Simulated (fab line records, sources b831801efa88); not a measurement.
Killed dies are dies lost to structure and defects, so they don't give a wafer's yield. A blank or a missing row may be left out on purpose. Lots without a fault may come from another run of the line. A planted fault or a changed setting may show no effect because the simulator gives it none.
A struck lot beside a sound one | flow sky130 | 15 steps out of a route of 708
Sound: wafers L674.1, L674.4, L674.5. Struck: wafers L686.1, L686.3, L686.6. The cause comes at the end.
At each step with rows: each side's tool, then ch and its chambers, then its first start. Under that, the readings that differ: sound wafers | struck wafers | difference of the means | sigmas: that difference in standard deviations of wafers without a fault.
alike: readings whose means differ by less than 2 such deviations, and words and numbers that are the same on both sides. not compared: withheld readings, readings that some wafer has no value for, bounds like >300 that may hide the same value, and numbers for which the record gives no deviation and whose values overlap.
The two part at a step that has a row with sigmas, a row that says differs or no value, or rows on one side only. Numbers that don't overlap but have no deviation are shown without sigmas and don't part them. A reading that every wafer of one side lacks parts them only if that side has two wafers or more.

SKY_VIA1_ETCH_14: etches BARC in N2/H2, stops on SiO2, time 45.9 s, target depth 60 nm.
  sound on rie_diel-02 ch 1,2,3, day 34 12:34; struck on rie_diel-02 ch 0,2, day 39 10:52
  alike: drypump_motor_current_A, n2_flow_sccm, oes_product_au, rf_fwd_power_W, throttle_valve_pct
  not compared: rf_hours_counter_h
then, 6 steps without rows for these wafers: SKY_VIA1_ETCH_15 (etches SiO2 in C4F8/O2/Ar, stops on TiN, target depth 351 nm, time 54 s); SKY_VIA1_STRIP_16 (strips in O2/N2); SKY_VIA1_STRIP_17 (strips in post etch residue remover, time 1200 s); SKY_VIA1_CLEAN_18 (cleans in IPA, time 180 s); SKY_VIA1_CLEAN_19 (cleans in O3/DIW); SKY_VIA1_SPUTTER_20 (material TiN, target thk 20 nm, time 80 s).
SKY_VIA1_CVD_21: deposits W, target thk 270 nm, time 80.902 s.
  sound on cvd_w-02 ch 1, day 34 13:29; struck on cvd_w-01 ch 0,1, day 39 11:37
  alike: heater_power_w
SKY_VIA1_RS_MEAS_22: measures by four-point-probe.
  sound on film_metro-02, day 34 13:34; struck on film_metro-02, day 39 11:43
  alike: VIA1_W_RS
SKY_VIA1_THK_MEAS_23: measures by xrf.
  sound on film_metro-02, day 34 13:41; struck on film_metro-02, day 39 11:50
  alike: VIA1_W_THK
SKY_VIA1_CMP_24: polishes, stops on SiO2, t overpolish 15 s, target thk 0 nm.
  sound on cmp-02 ch 0,2,3, day 34 13:58; struck on cmp-01 ch 0,1,2, day 39 11:56
  alike: motor_current_A, overpolish_run_s, platen_rpm, retaining_ring_pressure_frac, time_to_endpoint_s
SKY_METAL2_SPUTTER_00: material Ti, target thk 15 nm, time 10 s.
  sound on pvd_sputter-02, day 34 14:16; struck on pvd_sputter-02, day 39 12:11
  alike: cathode_dc_power_W, chamber_pressure_pa, throttle_valve_pct
SKY_METAL2_SPUTTER_01: material TiN, target thk 20 nm, time 16.7 s.
  sound on pvd_sputter-02, day 34 14:17; struck on pvd_sputter-02, day 39 12:13
  no value came back on the struck wafers for cathode_dc_power_W (W), chamber_pressure_pa (Pa), throttle_valve_pct (%); on the sound wafers cathode_dc_power_W (W) reads 6499.7 6499.9 6501.1
SKY_METAL2_SPUTTER_02: material AlCu, target thk 250 nm, time 13.3 s.
  sound on pvd_sputter-02, day 34 14:19; struck on pvd_sputter-02, day 39 12:14
  alike: cathode_dc_power_W, chamber_pressure_pa, throttle_valve_pct
-- the record jumps here: 10 days lie between the struck wafers' starts before and after (it left off in module METAL2 and takes up again in module PAD_OPEN, whose first step shown is number 708 of the route) --
SKY_PAD_OPEN_PROBE_99:
  sound on prober-02, day 46 03:20; struck on prober-01, day 49 20:56
  reading                      | sound                | struck               | difference | sigmas
  killed_open                  | 53 63 56             | 49 43 36             | -15        | -2
  model.etest.met2.line_ohm_um | 0.9037 0.9126 0.8928 | 1.056 1.083 1.063    | +0.164     |
  model.etest.met2.rs_ohm_sq   | 0.1279 0.1307 0.1298 | 0.1433 0.1467 0.1473 | +0.0163    |
  alike: defect_limited_yield, killed_at_M0_to_M3, killed_at_M4_up, killed_at_contacts, killed_at_front_end, killed_at_other, killed_dies, killed_short, sort_bin_3_pad_short, sort_bin_5_function, sort_bin_6_memory, sort_n_pass, sort_yield_pct

WHERE THEY PART
First at SKY_METAL2_SPUTTER_01; last, within this record, at SKY_PAD_OPEN_PROBE_99.

WHY: what the simulator had put in
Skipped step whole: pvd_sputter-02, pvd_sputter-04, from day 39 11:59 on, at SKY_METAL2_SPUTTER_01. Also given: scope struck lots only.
